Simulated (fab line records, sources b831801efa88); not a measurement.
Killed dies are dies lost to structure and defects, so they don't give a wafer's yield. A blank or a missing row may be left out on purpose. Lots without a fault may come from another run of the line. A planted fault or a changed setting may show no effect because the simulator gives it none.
Problem report in the 8D (eight disciplines) form, filled by code | flow gf180mcu | the parts of the form that need people (team, actions taken, sign-off) are left out

1. THE PROBLEM
oes_product_au at GF_V4_ETCH_17 reads a mean of 0.911 a.u. on 2 wafers of 2 lots; wafers without a fault read 0.856 a.u. with a standard deviation of 0.0048. That is +11 standard deviations from the usual mean.
The step: etches SiO2 in C4F8/O2/Ar, stops on TiN, target depth 630 nm.
The step gives no start for some of these wafers. The record holds 41 wafers of 14 lots with a number at this step. Rule for "out", or "out of limits": more than 4 standard deviations from the usual mean. The other wafers with a number count as sound.

2. WHAT IT IS AND WHAT IT IS NOT
question                    | is                       | is not
which readings at this step | oes_product_au           | bias_w
which lots                  | L617, L619               | L611, L612, L613, L614, L622, L625, L626, L627, L628, L629, L630, L631
which wafers of those lots  | L617.3, L619.3           | L617.4, L619.4, L619.6
read on which tools         | rie_diel-01, rie_diel-03 | rie_diel-04

3. SUSPECTS, AND WHAT RULES EACH OUT
Counting: a tool at a process step up to the reading stays a suspect if it ran every lot that is out. Sound lots after the first of them don't rule it out here, since some wafers of a struck lot are sound.
- cmp-02 at GF_V4_CMP_04 (polishes SiO2): kept. It ran every lot that is out, first L617 (day 26 05:44); its last sound lot up to then is L614 (day 25 01:12).
Left after counting: cmp-02 at GF_V4_CMP_04.

4. THE CAUSE (what the simulator had put in)
Process parameter drift: cmp-02, from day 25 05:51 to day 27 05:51, at GF_V4_CMP_04. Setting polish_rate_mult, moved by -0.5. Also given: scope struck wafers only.
Counting left only this tool.

5. THE CHAIN OF EFFECTS, in route order
Each row: a reading whose mean over the struck wafers that have a number lies more than 3 standard deviations from the usual. Only readings for which the record gives a usual standard deviation are gone through. hours: the time from each lot's start at the first step in this table that gives one to its start at this step, as a median over the lots. sigmas: the change in usual standard deviations.
hours | step          | reading        | usual      | on struck wafers | change | sigmas
-     | GF_V4_ETCH_17 | oes_product_au | 0.856 a.u. | 0.911            | +0.055 | +11
The process steps in it:
- GF_V4_ETCH_17: etches SiO2 in C4F8/O2/Ar, stops on TiN, target depth 630 nm.
Later measuring or inspecting steps at which every struck wafer that the step has a row for has a number for every such reading, and none has moved that far: GF_V4_THK_MEAS_25.

6. WHAT WOULD HAVE CAUGHT IT SOONER
Of the tool readings at GF_V4_CMP_04 for which the record gives a usual standard deviation, none was out on any struck wafer, so an alarm limit of 4 standard deviations on them would not have fired.
